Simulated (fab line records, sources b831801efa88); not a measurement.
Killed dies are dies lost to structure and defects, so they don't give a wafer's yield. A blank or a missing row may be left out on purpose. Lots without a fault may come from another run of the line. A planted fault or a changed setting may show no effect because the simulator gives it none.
Which tool did it? | flow gf180mcu | 13 lots, 39 wafers sampled, at 4 steps of a route of 602

WHAT THE GAUGES READ, wafer by wafer
GF_POLY_GATE_THK_MEAS_17. Usual: POLY_GATE_OXIDATION_THK 4.00 nm, standard deviation 0.076.
lot  | measured     | on            | POLY_GATE_OXIDATION_THK (nm) | flag
L781 | day 9 16:06  | film_metro-02 | 3.99 4.01 4.05               |
L782 | day 10 00:26 | film_metro-02 | 3.83 3.93 3.92               |
L783 | day 10 06:59 | film_metro-04 | 3.91 3.94 3.98               |
L784 | day 10 17:15 | film_metro-03 | 4.00 3.89 3.97               |
L786 | day 11 02:46 | film_metro-03 | 4.03 4.03 4.08               |
L787 | day 11 07:04 | film_metro-02 | 4.02 4.05 3.97               |
L788 | day 11 11:17 | film_metro-03 | 3.95 4.03 3.95               |
L789 | day 11 20:33 | film_metro-02 | 4.04 3.98 4.00               |
L790 | day 12 06:59 | film_metro-02 | 4.00 4.05 4.16               |
L791 | day 12 14:30 | film_metro-02 | 4.12 4.17 4.12               |
L800 | day 15 07:58 | film_metro-04 | 3.97 3.89 4.00               |
L801 | day 15 10:14 | film_metro-03 | 4.04 3.87 3.95               |
L803 | day 16 10:54 | film_metro-02 | 4.07 4.16 4.00               |

GF_HV_LDD_CD_MEAS_46: target cd 400 nm. Usual: cd_nm 399.9 nm, standard deviation 2.6.
lot  | measured     | on        | cd_nm (nm)        | flag
L781 | day 12 19:14 | cd_sem-02 | 398.7 399.2 398.6 |
L782 | day 13 05:41 | cd_sem-01 | 397.3 397.1 397.2 |
L783 | day 13 13:33 | cd_sem-01 | 396.9 399.2 399.2 |
L784 | day 14 01:25 | cd_sem-02 | 399.2 399.5 399.3 |
L786 | day 14 13:06 | cd_sem-01 | 402.1 403.9 402.1 |
L787 | day 14 15:54 | cd_sem-01 | 394.1 393.4 393.3 |
L788 | day 14 19:57 | cd_sem-02 | 403.0 401.4 402.8 |
L789 | day 15 06:01 | cd_sem-01 | 400.1 402.0 399.0 |
L790 | day 15 18:35 | cd_sem-02 | 400.5 398.5 396.2 |
L791 | day 16 02:41 | cd_sem-01 | 404.1 405.1 405.8 |
L800 | day 19 04:19 | cd_sem-02 | 399.8 398.7 400.1 |
L801 | day 19 07:33 | cd_sem-01 | 398.6 395.7 397.7 |
L803 | day 20 10:42 | cd_sem-02 | 401.3 401.8 401.5 |

WHICH TOOL RAN EACH LOT (tool, then ch and the chambers of the sampled wafers, then the start)
lot  | GF_POLY_GATE_ETCH_12               | GF_HV_LDD_STRIP_22
L781 | rie_diel-04 ch 0,1,2, day 9 14:35  | plasma_asher-04 ch 0,1, day 11 04:22
L782 | rie_diel-04 ch 0,2,3, day 9 22:56  | plasma_asher-02 ch 0,1, day 11 13:32
L783 | rie_diel-04 ch 0,1,2, day 10 05:26 | plasma_asher-02 ch 0,1, day 11 21:11
L784 | rie_diel-03 ch 1,3, day 10 15:44   | plasma_asher-03 ch 0, day 12 08:04
L786 | rie_diel-03 ch 1,2,3, day 11 00:50 | plasma_asher-03 ch 0,1, day 12 19:07
L787 | rie_diel-03 ch 1,2,3, day 11 05:34 | plasma_asher-03 ch 0,1, day 12 22:40
L788 | rie_diel-03 ch 1,2,3, day 11 09:47 | plasma_asher-03 ch 0,1, day 13 01:50
L789 | rie_diel-02 ch 0,2, day 11 19:02   | plasma_asher-03 ch 1, day 13 12:05
L790 | rie_diel-04 ch 1,3, day 12 05:28   | plasma_asher-03 ch 0,1, day 13 23:16
L791 | rie_diel-02 ch 0,1,2, day 12 12:58 | plasma_asher-02 ch 0,1, day 14 07:10
L800 | rie_diel-04 ch 1,2,3, day 15 04:56 | plasma_asher-02 ch 0,1, day 17 04:43
L801 | rie_diel-03 ch 0,2,3, day 15 08:44 | plasma_asher-02 ch 0,1, day 17 07:43
L803 | rie_diel-04 ch 0,1,3, day 16 08:13 | plasma_asher-02 ch 0,1, day 18 09:35
- GF_POLY_GATE_ETCH_12: etches BARC in N2/H2.
- GF_HV_LDD_STRIP_22: strips in O2/N2.

WHAT THE TOOLS THEMSELVES READ (means of the sampled wafers that have a number; where no wafer has one, the mark that the record gives instead)
GF_POLY_GATE_ETCH_12. Usual: drypump_motor_current_A 5.7 A, standard deviation 0.58; n2_flow_sccm 100.0 sccm, standard deviation 0.34; oes_product_au 0.736 a.u., standard deviation 0.0046; throttle_valve_pct 13.213 %, standard deviation 0.0085.
lot  | tool        | drypump_motor_current_A (A) | n2_flow_sccm (sccm) | oes_product_au (a.u.) | throttle_valve_pct (%) | flag
L781 | rie_diel-04 | 5.3                         | 100.1               | 0.735                 | 13.213                 |
L782 | rie_diel-04 | 5.1                         | 99.8                | 0.734                 | 13.215                 |
L783 | rie_diel-04 | 5.3                         | 99.8                | 0.735                 | 13.218                 |
L784 | rie_diel-03 | 6.4                         | 99.9                | 0.731                 | 13.209                 |
L786 | rie_diel-03 | 6.4                         | 99.8                | 0.732                 | 13.210                 |
L787 | rie_diel-03 | 6.4                         | 100.2               | 0.737                 | 13.220                 |
L788 | rie_diel-03 | 6.4                         | 100.1               | 0.734                 | 13.216                 |
L789 | rie_diel-02 | 5.4                         | 99.9                | 0.733                 | 13.211                 |
L790 | rie_diel-04 | 5.0                         | 99.9                | 0.739                 | 13.206                 |
L791 | rie_diel-02 | 5.7                         | 100.1               | 0.737                 | 13.217                 |
L800 | rie_diel-04 | 5.1                         | 100.1               | 0.737                 | 13.219                 |
L801 | rie_diel-03 | 6.1                         | 99.9                | 0.737                 | 13.209                 |
L803 | rie_diel-04 | 5.2                         | 100.1               | 0.735                 | 13.217                 |

GF_HV_LDD_STRIP_22. Usual: drypump_motor_current_A 6.0 A, standard deviation 0.47; heater_power_w 310 W, standard deviation 25; n2_flow_sccm 300.0 sccm, standard deviation 0.99; oes_product_au 0.716 a.u., standard deviation 0.0043; platen_temp_c 250.01 C, standard deviation 0.19; strip_time_to_endpoint_s 12.620 s, standard deviation 0.029.
lot  | tool            | drypump_motor_current_A (A) | heater_power_w (W) | n2_flow_sccm (sccm) | oes_product_au (a.u.) | platen_temp_c (C) | strip_time_to_endpoint_s (s) | flag
L781 | plasma_asher-04 | 5.6                         | 332                | 299.9               | 0.718                 | 249.94            | 12.631                       |
L782 | plasma_asher-02 | 6.3                         | 301                | 299.1               | 0.715                 | 249.83            | 12.670                       |
L783 | plasma_asher-02 | 6.3                         | 283                | 299.9               | 0.719                 | 249.87            | 12.627                       |
L784 | plasma_asher-03 | 5.1                         | 302                | 300.7               | 0.718                 | 250.02            | 12.655                       |
L786 | plasma_asher-03 | 5.9                         | 315                | 300.1               | 0.721                 | 250.08            | 12.640                       |
L787 | plasma_asher-03 | 5.5                         | 307                | 299.0               | 0.712                 | 249.85            | 12.617                       |
L788 | plasma_asher-03 | 5.9                         | 314                | 300.0               | 0.717                 | 250.06            | 12.631                       |
L789 | plasma_asher-03 | 6.3                         | 345                | 299.9               | 0.752                 | 258.73            | 10.650                       | OFF
L790 | plasma_asher-03 | 5.5                         | 341                | 299.8               | 0.755                 | 258.86            | 10.715                       | OFF
L791 | plasma_asher-02 | 6.3                         | 299                | 300.5               | 0.716                 | 250.08            | 12.627                       |
L800 | plasma_asher-02 | 6.3                         | 287                | 299.2               | 0.718                 | 249.85            | 12.646                       |
L801 | plasma_asher-02 | 6.3                         | 299                | 300.2               | 0.719                 | 249.97            | 12.623                       |
L803 | plasma_asher-02 | 6.3                         | 301                | 299.5               | 0.716                 | 250.19            | 12.585                       |

THE ANSWER, worked out from the rows above alone
Rule: a lot is off if the mean of its wafers that have a number lies more than 3 standard deviations from the usual mean. A lot without any number at a reading at which 4 lots or more have one is off too. The other lots that the step has rows for count as sound. The gauges are gone through in route order, then the tools' own readings, and for those a lot's mean is taken as printed above. The first step at which some lot is off is used, and at that step the reading that is off furthest; a lot without a number counts as furthest.
Off: L789, L790, at GF_HV_LDD_STRIP_22 (strip_time_to_endpoint_s).
A tool fits if, at that step or a process step before it, it ran every lot that is off, and no sound lot after the first of them. One fits: plasma_asher-03 at GF_HV_LDD_STRIP_22. Its last sound lot is L788 (day 13 01:50), its first lot that is off L789 (day 13 12:05): a fault that began between those two fits.
The tool's own readings at GF_HV_LDD_STRIP_22 bear it out: on the lots that are off they differ by more than 5 times the standard deviation of the sound lots' means. oes_product_au reads 0.754 a.u. there against 0.717 a.u. on the sound lots; platen_temp_c reads 258.80 C there against 249.98 C on the sound lots; strip_time_to_endpoint_s reads 10.683 s there against 12.632 s on the sound lots.

WHAT THE SIMULATOR HAD PUT IN
Process parameter drift: plasma_asher-03, from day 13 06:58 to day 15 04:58, at GF_HV_LDD_STRIP_22. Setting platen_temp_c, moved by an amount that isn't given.
Lots struck among those shown: L789, L790. The rule above found the same.
